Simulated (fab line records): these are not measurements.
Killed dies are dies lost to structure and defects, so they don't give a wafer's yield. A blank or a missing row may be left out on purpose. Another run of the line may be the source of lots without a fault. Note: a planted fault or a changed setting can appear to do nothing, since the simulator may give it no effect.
What tool caused it?    flow sky130    12 lots with 36 wafers sampled at 5 steps, on a route of 708 steps

WHAT THE GAUGES READ, wafer by wafer
SKY_POLY_GATE_THK_MEAS_01. Usual: POLY_GATE_CVD_00_THK 180.1 nm, standard deviation 1.8.
lot   measured      on             POLY_GATE_CVD_00_THK (nm)  flag
L164  day 13 22:46  film-metro-04  177.9 177.8 178.4          
L165  day 14 08:26  film-metro-04  177.0 176.9 177.3          
L166  day 15 00:44  film-metro-04  180.8 180.7 180.6          
L167  day 15 07:57  film-metro-02  181.0 182.5 180.0          
L168  day 15 07:58  film-metro-04  180.3 180.3 181.2          
L169  day 15 16:36  film-metro-04  182.0 182.2 181.8          
L172  day 17 01:07  film-metro-02  181.1 179.9 181.1          
L173  day 17 01:07  film-metro-04  183.4 184.9 183.2          
L174  day 18 03:21  film-metro-01  175.7 176.4 177.1          
L180  day 19 22:52  film-metro-01  180.3 180.3 181.0          
L181  day 19 22:52  film-metro-02  182.7 182.0 182.7          
L186  day 21 06:05  film-metro-04  179.2 180.4 179.5          

SKY_POLY_GATE_OVL_MEAS_14. Usual: POLY_GATE_OVL -2 nm, standard deviation 5.2.
lot   measured      on          POLY_GATE_OVL (nm)  flag
L164  day 16 06:14  overlay-01  -6 -2 -7            
L165  day 16 19:45  overlay-01  -5 -4 -2            
L166  day 17 09:07  overlay-01  5 -3 0              
L167  day 17 16:35  overlay-02  -3 3 3              
L168  day 17 17:36  overlay-01  8 8 6               
L169  day 18 02:29  overlay-01  -3 -2 -7            
L172  day 19 16:02  overlay-02  1 -2 4              
L173  day 19 16:13  overlay-01  -2 -6 -1            
L174  day 20 15:46  overlay-01  -3 -9 1             
L180  day 22 12:44  overlay-01  0 -2 -2             
L181  day 22 14:27  overlay-02  -8 -8 -5            
L186  day 23 20:56  overlay-02  7 2 3               

SKY_POLY_GATE_THK_MEAS_21. Usual: POLY_GATE_OXIDATION_THK 4.05 nm, standard deviation 0.088.
lot   measured      on             POLY_GATE_OXIDATION_THK (nm)  flag
L164  day 16 15:13  film-metro-01  4.11 4.07 4.02                
L165  day 17 05:21  film-metro-04  4.23 4.34 4.24                
L166  day 17 17:47  film-metro-02  4.11 4.05 4.09                
L167  day 18 03:23  film-metro-02  3.98 4.12 4.02                
L168  day 18 03:24  film-metro-01  3.91 4.08 3.95                
L169  day 18 11:44  film-metro-04  4.26 4.08 4.21                
L172  day 19 18:44  film-metro-04  3.99 3.93 3.95                
L173  day 19 18:44  film-metro-02  4.26 4.14 4.11                
L174  day 20 17:27  film-metro-04  4.03 3.90 3.95                
L180  day 22 14:25  film-metro-02  6.33 6.38 6.41                OFF
L181  day 22 16:07  film-metro-02  4.00 4.04 3.99                
L186  day 23 22:37  film-metro-02  6.46 6.44 6.54                OFF

SKY_LDD_N_OVL_MEAS_07. Usual: LDD_N_OVL -0.8 nm, standard deviation 1.6.
lot   measured      on          LDD_N_OVL (nm)  flag
L164  day 17 18:07  overlay-01  -1.3 -1.1 -0.1  
L165  day 18 08:11  overlay-02  0.9 -0.3 0.7    
L166  day 18 20:38  overlay-02  0.6 0.3 -0.1    
L167  day 19 07:52  overlay-01  -1.4 -1.5 -1.3  
L168  day 19 08:10  overlay-01  -3.0 -4.9 -1.9  
L169  day 19 16:23  overlay-02  -2.9 -1.6 -0.5  
L172  day 21 00:20  overlay-01  -0.5 -1.7 -1.6  
L173  day 21 00:38  overlay-01  -1.1 -3.1 -1.5  
L174  day 22 00:32  overlay-01  -0.6 -1.5 -1.4  
L180  day 23 20:50  overlay-02  2.1 1.5 0.7     
L181  day 23 22:44  overlay-02  -0.4 -1.1 0.3   
L186  day 25 04:32  overlay-01  -1.0 -2.5 -1.7  

WHICH TOOL RAN EACH LOT (tool, then ch and the chambers of the sampled wafers, then the start)
lot   SKY_POLY_GATE_OXIDATION_20
L164  furnace-01 ch 0, day 16 13:58
L165  furnace-01 ch 0, day 17 04:05
L166  furnace-01 ch 0, day 17 16:31
L167  furnace-01 ch 0, day 18 02:08
L168  furnace-01 ch 0, day 18 02:08
L169  furnace-01 ch 0, day 18 10:27
L172  furnace-02 ch 0, day 19 17:28
L173  furnace-02 ch 0, day 19 17:28
L174  furnace-01 ch 0, day 20 16:11
L180  furnace-01 ch 0, day 22 13:10
L181  furnace-02 ch 0, day 22 14:52
L186  furnace-01 ch 0, day 23 21:21
- SKY_POLY_GATE_OXIDATION_20: stabilise 600 s, purge 300 s, target thk 4 nm.

WHAT THE TOOLS THEMSELVES READ (means of the sampled wafers that have a number; where no wafer has one, the mark that the record gives instead)
SKY_POLY_GATE_OXIDATION_20. Usual: spike-tc-bottom-C 870 C, standard deviation 4.4; spike-tc-centre-C 850.5 C, standard deviation 1.1; spike-tc-lower-C 850.4 C, standard deviation 1.1; spike-tc-top-C 860 C, standard deviation 3.5; spike-tc-upper-C 850.5 C, standard deviation 1; tube-center-temp-C 850 C, standard deviation 0.078; tube_center_temp_C_max 852.2, standard deviation 0.38; zone-power-bottom-pct 22.9 %, standard deviation 0.68; zone-power-lower-pct 16.5 %, standard deviation 0.83; zone-power-top-pct 30.7 %, standard deviation 0.33; zone-power-upper-pct 15.43 %, standard deviation 0.27.
lot   tool        spike-tc-bottom-C (C)  spike-tc-centre-C (C)  spike-tc-lower-C (C)  spike-tc-top-C (C)  spike-tc-upper-C (C)  tube-center-temp-C (C)  tube_center_temp_C_max  zone-power-bottom-pct (%)  zone-power-lower-pct (%)  zone-power-top-pct (%)  zone-power-upper-pct (%)  flag
L164  furnace-01  865                    851.1                  851.0                 857                 852.2                 850                     852.5                   23.2                       15.7                      31.0                    15.26                     
L165  furnace-01  866                    850.5                  849.8                 856                 851.3                 850                     852.6                   23.5                       15.8                      30.6                    15.20                     
L166  furnace-01  866                    849.8                  851.9                 858                 850.8                 850                     852.4                   23.4                       15.8                      30.8                    15.11                     
L167  furnace-01  867                    850.0                  852.0                 858                 850.0                 850                     852.2                   23.6                       15.9                      30.4                    15.28                     
L168  furnace-01  866                    851.3                  850.6                 857                 850.1                 850                     852.0                   23.5                       15.9                      30.9                    15.18                     
L169  furnace-01  867                    851.3                  850.7                 858                 851.5                 850                     852.0                   23.6                       15.7                      31.0                    15.10                     
L172  furnace-02  875                    850.8                  850.3                 863                 850.1                 850                     852.2                   22.4                       17.3                      30.5                    15.70                     
L173  furnace-02  875                    850.6                  851.2                 864                 850.3                 850                     851.8                   22.2                       17.3                      30.9                    15.53                     
L174  furnace-01  866                    850.2                  851.7                 856                 851.2                 850                     852.0                   23.5                       15.8                      30.9                    15.11                     
L180  furnace-01  907                    890.4                  890.1                 896                 890.5                 890                     891.7                   26.0                       17.0                      33.2                    16.78                     OFF
L181  furnace-02  874                    850.0                  849.7                 863                 850.1                 850                     852.3                   22.1                       17.3                      30.5                    15.83                     
L186  furnace-01  905                    890.3                  890.7                 897                 889.8                 890                     891.8                   25.7                       17.2                      33.0                    16.55                     OFF

THE ANSWER, worked out from the rows above alone
Rule: lot off if the mean of its wafers having a number is beyond 3 standard deviations from the usual mean. Also off: a lot with no number at a reading for which 4 or more lots have one. Where the step has rows for the other lots, those lots are counted as sound. First the gauges in route order, then the tools' own readings, where a lot's mean is used as printed above. At the first step where some lot is off, the reading lying furthest off is the one used; lots without a number count as furthest.
Off: at SKY_POLY_GATE_THK_MEAS_21 (POLY_GATE_OXIDATION_THK), L180, L186.
A tool fits if, at a process step before that reading, it ran every lot that is off, and no sound lot after the first of them. The gauges at SKY_POLY_GATE_THK_MEAS_21 aren't tried: what is off there is off at SKY_POLY_GATE_OXIDATION_20 too, on other tools, and a gauge's error can't cause that. One candidate fits, namely furnace-01 at SKY_POLY_GATE_OXIDATION_20. A fault onset in the window from L174 (day 20 16:11, its last sound lot) to L180 (day 22 13:10, its first lot off) fits.
The tool's own readings at SKY_POLY_GATE_OXIDATION_20 bear it out: on the lots that are off they differ by more than 5 times the standard deviation of the sound lots' means. spike-tc-bottom-C reads 906 C there against 869 C on the sound lots; spike-tc-centre-C reads 890.3 C there against 850.6 C on the sound lots; spike-tc-lower-C reads 890.4 C there against 850.9 C on the sound lots; spike-tc-top-C reads 896 C there against 859 C on the sound lots; spike-tc-upper-C reads 890.1 C there against 850.8 C on the sound lots; tube-center-temp-C reads 890 C there against 850 C on the sound lots; tube_center_temp_C_max reads 891.8 there against 852.2 on the sound lots; zone-power-top-pct reads 33.1 % there against 30.8 % on the sound lots; zone-power-upper-pct reads 16.66 % there against 15.33 % on the sound lots.

WHAT THE SIMULATOR PUT IN
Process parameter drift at SKY_POLY_GATE_OXIDATION_20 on furnace-01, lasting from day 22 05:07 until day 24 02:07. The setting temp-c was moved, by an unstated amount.
Shown lots that were struck: L180, L186. The rule above found the same.
